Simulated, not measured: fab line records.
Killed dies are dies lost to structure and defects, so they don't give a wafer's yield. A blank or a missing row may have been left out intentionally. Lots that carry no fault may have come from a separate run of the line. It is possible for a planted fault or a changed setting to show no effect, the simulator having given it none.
A single fault, viewed from 2 desks :: flow sky130 :: numbers are kept per desk, each desk with only its own; the story behind them comes last

AT THE TOOL OWNER'S DESK: pvd sputter-02
The tool's own readings at SKY_METAL2_SPUTTER_02 (material AlCu, target thk 250 nm, time 13.3 s): means of the sampled wafers that have a number, for each lot that ran on this tool. Marked OUT: a lot whose mean sits more than 4 standard deviations from the usual mean, which makes it out of limits; the brackets give that distance.
Columns: A = throttle valve pct at SKY_METAL2_SPUTTER_02, usual 29.5 %
lot: L473
first seen here: day 34 22:02
A: 28.9

lot: L478
first seen here: day 36 22:56
A: 27.5

lot: L482
first seen here: day 37 23:47
A: 28.2

lot: L484
first seen here: day 38 12:46
A: 29.1
This desk found nothing out of limits on any of the 4 lots.

METROLOGY DESK
Lot by lot, what the gauges showed, no matter which tool ran the lot: averages of those sampled wafers that carry a number. Marked OUT: a lot whose mean sits more than 4 standard deviations from the usual mean, which makes it out of limits; the brackets give that distance.
Columns: A = LOCAL_INTERCONNECT_TIN_RS at SKY_LOCAL_INTERCONNECT_RS_MEAS_01, usual 14.19 ohm/sq; B = METAL2_ALCU_RS at SKY_METAL2_RS_MEAS_05, usual 0.1262 ohm/sq; C = METAL2_ALCU_THK at SKY_METAL2_THK_MEAS_06, usual 254 nm
lot: L473
first seen here: day 30 00:29
A: 14.34
B: 0.1241
C: 259

lot: L476
first seen here: day 30 23:52
A: 13.96
B: 0.1256
C: 254

lot: L477
first seen here: day 31 14:11
A: 14.26
B: 0.1266
C: 254

lot: L478
first seen here: day 32 03:33
A: 14.48
B: 0.1261
C: 253

lot: L479
first seen here: day 32 07:25
A: 14.34
B: 0.1275
C: 252

lot: L480
first seen here: day 32 14:56
A: 14.24
B: 0.1280
C: 250

lot: L482
first seen here: day 33 06:08
A: 14.31
B: 0.1075 (-12) OUT
C: 317 (+20) OUT

lot: L484
first seen here: day 33 19:11
A: 14.07
B: 0.1064 (-13) OUT
C: 320 (+21) OUT

lot: L488
first seen here: day 35 01:50
A: 14.21
B: 0.1272
C: 251

lot: L490
first seen here: day 35 20:11
A: 14.17
B: 0.1265
C: 253

lot: L491
first seen here: day 36 13:17
A: 14.25
B: 0.1264
C: 253

lot: L492
first seen here: day 36 21:53
A: 14.14
B: 0.1280
C: 251

lot: L493
first seen here: day 36 22:32
A: 14.22
B: 0.1263
C: 253

lot: L494
first seen here: day 37 09:16
A: 14.28
B: 0.1277
C: 251
Finding of this desk: L482, L484 out of limits, first seen on L482 at day 37 23:53 (METAL2_ALCU_RS at SKY_METAL2_RS_MEAS_05). L473, L476, L477, L478, L479, L480, L488, L490, L491, L492, L493, L494 stayed within limits.

ALL TOGETHER
L482, L484 would have let the metrology desk raise an alarm at day 37 23:53.
Nothing out of limits was seen by the tool owner's desk.
On record at the tool owner's desk: L482, L484, within its limits.
Every lot named ran SKY_METAL2_SPUTTER_02 on pvd sputter-02.

WHAT HAD BEEN PUT IN BY THE SIMULATOR
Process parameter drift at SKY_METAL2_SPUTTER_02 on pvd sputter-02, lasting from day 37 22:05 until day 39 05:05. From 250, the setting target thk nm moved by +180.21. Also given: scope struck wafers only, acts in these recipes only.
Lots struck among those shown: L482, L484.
Time in hours between the start of the fault and the first out-of-limits reading at each desk: metrology desk, 2.
